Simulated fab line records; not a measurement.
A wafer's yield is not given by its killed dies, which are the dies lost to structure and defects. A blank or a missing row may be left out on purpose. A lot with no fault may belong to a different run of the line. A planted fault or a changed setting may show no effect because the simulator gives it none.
Which tool is to blame? || flow gf180mcu || 13 lots, 39 wafers sampled, at 5 steps of a route of 602

WHAT THE GAUGES SHOWED, per wafer
GF_VT_IMPLANT_OVL_MEAS_07. Usual: VT_IMPLANT_OVL typically reads -0.2 nm, with standard deviation 1.2.
{"lot": "L796", "measured": "day 5 14:36", "on": "overlay-01", "VT_IMPLANT_OVL (nm)": "0.1 0.0 0.6", "flag": ""}
{"lot": "L797", "measured": "day 5 18:58", "on": "overlay-02", "VT_IMPLANT_OVL (nm)": "-0.3 -0.1 -0.7", "flag": ""}
{"lot": "L799", "measured": "day 6 19:00", "on": "overlay-01", "VT_IMPLANT_OVL (nm)": "0.6 0.8 0.6", "flag": ""}
{"lot": "L800", "measured": "day 6 21:34", "on": "overlay-02", "VT_IMPLANT_OVL (nm)": "0.7 0.5 -0.3", "flag": ""}
{"lot": "L802", "measured": "day 7 08:05", "on": "overlay-01", "VT_IMPLANT_OVL (nm)": "1.8 -0.5 -1.0", "flag": ""}
{"lot": "L804", "measured": "day 7 19:18", "on": "overlay-01", "VT_IMPLANT_OVL (nm)": "1.1 0.5 -1.5", "flag": ""}
{"lot": "L803", "measured": "day 7 19:59", "on": "overlay-02", "VT_IMPLANT_OVL (nm)": "1.3 -1.4 -2.0", "flag": ""}
{"lot": "L805", "measured": "day 7 23:51", "on": "overlay-01", "VT_IMPLANT_OVL (nm)": "1.0 0.5 0.0", "flag": ""}
{"lot": "L807", "measured": "day 8 12:59", "on": "overlay-01", "VT_IMPLANT_OVL (nm)": "-0.3 -1.4 -2.0", "flag": ""}
{"lot": "L808", "measured": "day 8 17:03", "on": "overlay-01", "VT_IMPLANT_OVL (nm)": "1.1 1.3 1.5", "flag": ""}
{"lot": "L813", "measured": "day 10 00:05", "on": "overlay-02", "VT_IMPLANT_OVL (nm)": "0.3 -1.5 -1.1", "flag": ""}
{"lot": "L816", "measured": "day 10 19:08", "on": "overlay-01", "VT_IMPLANT_OVL (nm)": "1.5 -0.3 0.3", "flag": ""}
{"lot": "L818", "measured": "day 11 07:26", "on": "overlay-01", "VT_IMPLANT_OVL (nm)": "0.6 0.0 -0.7", "flag": ""}

GF_VT_IMPLANT_TW_MEAS_43. Usual: VT_IMPLANT_4_TW typically reads 688, with standard deviation 7.2.
{"lot": "L796", "measured": "day 7 14:21", "on": "film metro-02", "VT_IMPLANT_4_TW": "693 692 689", "flag": ""}
{"lot": "L797", "measured": "day 7 17:04", "on": "film metro-02", "VT_IMPLANT_4_TW": "686 689 691", "flag": ""}
{"lot": "L799", "measured": "day 8 20:04", "on": "film metro-02", "VT_IMPLANT_4_TW": "697 692 693", "flag": ""}
{"lot": "L800", "measured": "day 8 22:59", "on": "film metro-02", "VT_IMPLANT_4_TW": "695 695 695", "flag": ""}
{"lot": "L802", "measured": "day 9 10:07", "on": "film metro-01", "VT_IMPLANT_4_TW": "695 692 689", "flag": ""}
{"lot": "L804", "measured": "day 9 22:57", "on": "film metro-01", "VT_IMPLANT_4_TW": "696 694 692", "flag": ""}
{"lot": "L803", "measured": "day 9 23:53", "on": "film metro-01", "VT_IMPLANT_4_TW": "690 689 695", "flag": ""}
{"lot": "L805", "measured": "day 10 02:44", "on": "film metro-01", "VT_IMPLANT_4_TW": "690 687 689", "flag": ""}
{"lot": "L807", "measured": "day 10 16:41", "on": "film metro-03", "VT_IMPLANT_4_TW": "678 677 676", "flag": ""}
{"lot": "L808", "measured": "day 10 22:12", "on": "film metro-01", "VT_IMPLANT_4_TW": "790 786 791", "flag": "OFF"}
{"lot": "L813", "measured": "day 12 08:52", "on": "film metro-01", "VT_IMPLANT_4_TW": "791 790 783", "flag": "OFF"}
{"lot": "L816", "measured": "day 13 05:01", "on": "film metro-03", "VT_IMPLANT_4_TW": "676 683 678", "flag": ""}
{"lot": "L818", "measured": "day 13 18:16", "on": "film metro-01", "VT_IMPLANT_4_TW": "693 696 694", "flag": ""}

GF_POLY_GATE_CD_MEAS_10: target cd 280 nm. Usual: cd nm 280.2 nm, standard deviation 1.2.
{"lot": "L796", "measured": "day 9 05:19", "on": "cd sem-02", "cd nm (nm)": "279.2 279.0 280.1", "flag": ""}
{"lot": "L797", "measured": "day 9 07:32", "on": "cd sem-01", "cd nm (nm)": "281.6 280.1 279.6", "flag": ""}
{"lot": "L799", "measured": "day 10 12:35", "on": "cd sem-02", "cd nm (nm)": "279.6 279.3 280.0", "flag": ""}
{"lot": "L800", "measured": "day 10 15:44", "on": "cd sem-01", "cd nm (nm)": "281.5 279.8 280.2", "flag": ""}
{"lot": "L802", "measured": "day 11 04:00", "on": "cd sem-01", "cd nm (nm)": "279.9 279.5 279.0", "flag": ""}
{"lot": "L804", "measured": "day 11 17:53", "on": "cd sem-01", "cd nm (nm)": "282.0 283.1 282.3", "flag": ""}
{"lot": "L803", "measured": "day 11 19:07", "on": "cd sem-01", "cd nm (nm)": "282.1 281.1 282.8", "flag": ""}
{"lot": "L805", "measured": "day 11 23:07", "on": "cd sem-02", "cd nm (nm)": "280.5 279.8 281.2", "flag": ""}
{"lot": "L807", "measured": "day 12 11:35", "on": "cd sem-01", "cd nm (nm)": "280.4 280.1 281.7", "flag": ""}
{"lot": "L808", "measured": "day 12 17:43", "on": "cd sem-01", "cd nm (nm)": "279.3 280.2 279.0", "flag": ""}
{"lot": "L813", "measured": "day 14 09:13", "on": "cd sem-01", "cd nm (nm)": "279.7 278.7 279.1", "flag": ""}
{"lot": "L816", "measured": "day 15 04:47", "on": "cd sem-02", "cd nm (nm)": "277.9 278.6 279.5", "flag": ""}
{"lot": "L818", "measured": "day 15 17:44", "on": "cd sem-02", "cd nm (nm)": "280.1 280.1 280.3", "flag": ""}

EACH LOT AND THE TOOL THAT RAN IT (in order: tool; ch and the chambers of the sampled wafers; start)
{"lot": "L796", "GF_MVSD_STRIP_10": "plasma asher-03 ch 0,1, day 4 10:47", "GF_VT_IMPLANT_IMPLANT_41": "implanter-01 ch 0, day 7 14:08"}
{"lot": "L797", "GF_MVSD_STRIP_10": "plasma asher-04 ch 0,1, day 4 14:53", "GF_VT_IMPLANT_IMPLANT_41": "implanter-01 ch 0, day 7 16:50"}
{"lot": "L799", "GF_MVSD_STRIP_10": "plasma asher-04 ch 0,1, day 5 12:47", "GF_VT_IMPLANT_IMPLANT_41": "implanter-01 ch 0, day 8 19:50"}
{"lot": "L800", "GF_MVSD_STRIP_10": "plasma asher-04 ch 0,1, day 5 14:23", "GF_VT_IMPLANT_IMPLANT_41": "implanter-01 ch 0, day 8 22:35"}
{"lot": "L802", "GF_MVSD_STRIP_10": "plasma asher-01 ch 0,1, day 6 02:20", "GF_VT_IMPLANT_IMPLANT_41": "implanter-02 ch 0, day 9 09:54"}
{"lot": "L804", "GF_MVSD_STRIP_10": "plasma asher-01 ch 0,1, day 6 11:26", "GF_VT_IMPLANT_IMPLANT_41": "implanter-02 ch 0, day 9 22:44"}
{"lot": "L803", "GF_MVSD_STRIP_10": "plasma asher-04 ch 0,1, day 6 12:56", "GF_VT_IMPLANT_IMPLANT_41": "implanter-02 ch 0, day 9 23:39"}
{"lot": "L805", "GF_MVSD_STRIP_10": "plasma asher-01 ch 1, day 6 16:35", "GF_VT_IMPLANT_IMPLANT_41": "implanter-02 ch 0, day 10 02:30"}
{"lot": "L807", "GF_MVSD_STRIP_10": "plasma asher-03 ch 0,1, day 7 04:14", "GF_VT_IMPLANT_IMPLANT_41": "implanter-01 ch 0, day 10 16:26"}
{"lot": "L808", "GF_MVSD_STRIP_10": "plasma asher-01 ch 0,1, day 7 08:41", "GF_VT_IMPLANT_IMPLANT_41": "implanter-02 ch 0, day 10 21:58"}
{"lot": "L813", "GF_MVSD_STRIP_10": "plasma asher-04 ch 0,1, day 8 13:35", "GF_VT_IMPLANT_IMPLANT_41": "implanter-02 ch 0, day 12 08:38"}
{"lot": "L816", "GF_MVSD_STRIP_10": "plasma asher-03 ch 0,1, day 9 07:32", "GF_VT_IMPLANT_IMPLANT_41": "implanter-01 ch 0, day 13 04:47"}
{"lot": "L818", "GF_MVSD_STRIP_10": "plasma asher-04 ch 1, day 9 19:50", "GF_VT_IMPLANT_IMPLANT_41": "implanter-04 ch 0, day 13 18:01"}
- GF_MVSD_STRIP_10: strips in O2/N2.
- GF_VT_IMPLANT_IMPLANT_41

AS READ BY THE TOOLS THEMSELVES (means over the sampled wafers that have a number; for cases with no such wafer, the mark the record gives instead)
GF_MVSD_STRIP_10. Usual: drypump motor current A 5.7 A, standard deviation 0.59; heater power w 308 W, standard deviation 21; oes product au 0.723 a.u., standard deviation 0.0047; strip time to endpoint s 37.01 s, standard deviation 0.1.
{"lot": "L796", "tool": "plasma asher-03", "drypump motor current A (A)": 6.0, "heater power w (W)": 296, "oes product au (a.u.)": 0.719, "strip time to endpoint s (s)": 37.08, "flag": ""}
{"lot": "L797", "tool": "plasma asher-04", "drypump motor current A (A)": 5.5, "heater power w (W)": 307, "oes product au (a.u.)": 0.728, "strip time to endpoint s (s)": 37.02, "flag": ""}
{"lot": "L799", "tool": "plasma asher-04", "drypump motor current A (A)": 5.5, "heater power w (W)": 308, "oes product au (a.u.)": 0.721, "strip time to endpoint s (s)": 36.93, "flag": ""}
{"lot": "L800", "tool": "plasma asher-04", "drypump motor current A (A)": 5.5, "heater power w (W)": 309, "oes product au (a.u.)": 0.721, "strip time to endpoint s (s)": 37.05, "flag": ""}
{"lot": "L802", "tool": "plasma asher-01", "drypump motor current A (A)": 5.7, "heater power w (W)": 332, "oes product au (a.u.)": 0.722, "strip time to endpoint s (s)": 36.91, "flag": ""}
{"lot": "L804", "tool": "plasma asher-01", "drypump motor current A (A)": 5.8, "heater power w (W)": 331, "oes product au (a.u.)": 0.726, "strip time to endpoint s (s)": 37.06, "flag": ""}
{"lot": "L803", "tool": "plasma asher-04", "drypump motor current A (A)": 5.7, "heater power w (W)": 315, "oes product au (a.u.)": 0.722, "strip time to endpoint s (s)": 37.17, "flag": ""}
{"lot": "L805", "tool": "plasma asher-01", "drypump motor current A (A)": 5.5, "heater power w (W)": 337, "oes product au (a.u.)": 0.724, "strip time to endpoint s (s)": 37.09, "flag": ""}
{"lot": "L807", "tool": "plasma asher-03", "drypump motor current A (A)": 5.4, "heater power w (W)": 282, "oes product au (a.u.)": 0.722, "strip time to endpoint s (s)": 37.10, "flag": ""}
{"lot": "L808", "tool": "plasma asher-01", "drypump motor current A (A)": 5.7, "heater power w (W)": 330, "oes product au (a.u.)": 0.724, "strip time to endpoint s (s)": 37.11, "flag": ""}
{"lot": "L813", "tool": "plasma asher-04", "drypump motor current A (A)": 5.7, "heater power w (W)": 315, "oes product au (a.u.)": 0.723, "strip time to endpoint s (s)": 36.87, "flag": ""}
{"lot": "L816", "tool": "plasma asher-03", "drypump motor current A (A)": 5.4, "heater power w (W)": 286, "oes product au (a.u.)": 0.722, "strip time to endpoint s (s)": 36.91, "flag": ""}
{"lot": "L818", "tool": "plasma asher-04", "drypump motor current A (A)": 5.2, "heater power w (W)": 304, "oes product au (a.u.)": 0.726, "strip time to endpoint s (s)": 36.96, "flag": ""}

GF_VT_IMPLANT_IMPLANT_41. Usual: dose ions cm2 1.0131e+12, standard deviation 1.1e+09; faraday current uA 5.69, standard deviation 0.11.
{"lot": "L796", "tool": "implanter-01", "dose ions cm2": 1.0118e+12, "faraday current uA": 5.63, "flag": ""}
{"lot": "L797", "tool": "implanter-01", "dose ions cm2": 1.0123e+12, "faraday current uA": 5.78, "flag": ""}
{"lot": "L799", "tool": "implanter-01", "dose ions cm2": 1.0126e+12, "faraday current uA": 5.76, "flag": ""}
{"lot": "L800", "tool": "implanter-01", "dose ions cm2": 1.0134e+12, "faraday current uA": 5.65, "flag": ""}
{"lot": "L802", "tool": "implanter-02", "dose ions cm2": 1.0122e+12, "faraday current uA": 5.66, "flag": ""}
{"lot": "L804", "tool": "implanter-02", "dose ions cm2": 1.0145e+12, "faraday current uA": 5.74, "flag": ""}
{"lot": "L803", "tool": "implanter-02", "dose ions cm2": 1.0129e+12, "faraday current uA": 5.70, "flag": ""}
{"lot": "L805", "tool": "implanter-02", "dose ions cm2": 1.0130e+12, "faraday current uA": 5.67, "flag": ""}
{"lot": "L807", "tool": "implanter-01", "dose ions cm2": 1.0130e+12, "faraday current uA": 5.80, "flag": ""}
{"lot": "L808", "tool": "implanter-02", "dose ions cm2": 1.5552e+12, "faraday current uA": 8.67, "flag": "OFF"}
{"lot": "L813", "tool": "implanter-02", "dose ions cm2": 1.5554e+12, "faraday current uA": 8.71, "flag": "OFF"}
{"lot": "L816", "tool": "implanter-01", "dose ions cm2": 1.0131e+12, "faraday current uA": 5.63, "flag": ""}
{"lot": "L818", "tool": "implanter-04", "dose ions cm2": 1.0135e+12, "faraday current uA": 5.72, "flag": ""}

THE ANSWER, worked out from the rows above alone
Rule: a lot counts as off when the mean over its wafers that have a number is more than 3 standard deviations away from the usual mean. Also off: a lot with no number at a reading for which 4 or more lots have one. Any other lot the step has rows for is counted as sound. Order of review: gauges by route order, followed by the tools' own readings, for which a lot's mean as printed above is used. At the first step where some lot is off, the reading lying furthest off is the one used; lots without a number count as furthest.
Off: at GF_VT_IMPLANT_TW_MEAS_43 (VT_IMPLANT_4_TW), L808, L813.
If a tool, at a process step before that reading, ran all the lots that are off and no sound lot after the first of them, it fits. The gauges at GF_VT_IMPLANT_TW_MEAS_43 aren't tried: what is off there is off at GF_VT_IMPLANT_IMPLANT_41 too, on other tools, and a gauge's error can't cause that. One fits: GF_VT_IMPLANT_IMPLANT_41 on implanter-02. Its last sound lot is L805 (day 10 02:30), its first lot that is off L808 (day 10 21:58): a fault that began between those two fits.
The tool's own readings at GF_VT_IMPLANT_IMPLANT_41 bear it out: on the lots that are off they differ by more than 5 times the standard deviation of the sound lots' means. dose ions cm2 reads 1.5553e+12 there against 1.0129e+12 on the sound lots; faraday current uA reads 8.69 there against 5.70 on the sound lots.

WHAT WAS PUT IN BY THE SIMULATOR
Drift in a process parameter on implanter-02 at GF_VT_IMPLANT_IMPLANT_41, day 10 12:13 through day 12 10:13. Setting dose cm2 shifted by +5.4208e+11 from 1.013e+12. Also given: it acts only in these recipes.
Struck lots among those shown: L808, L813. Same finding as the rule above.
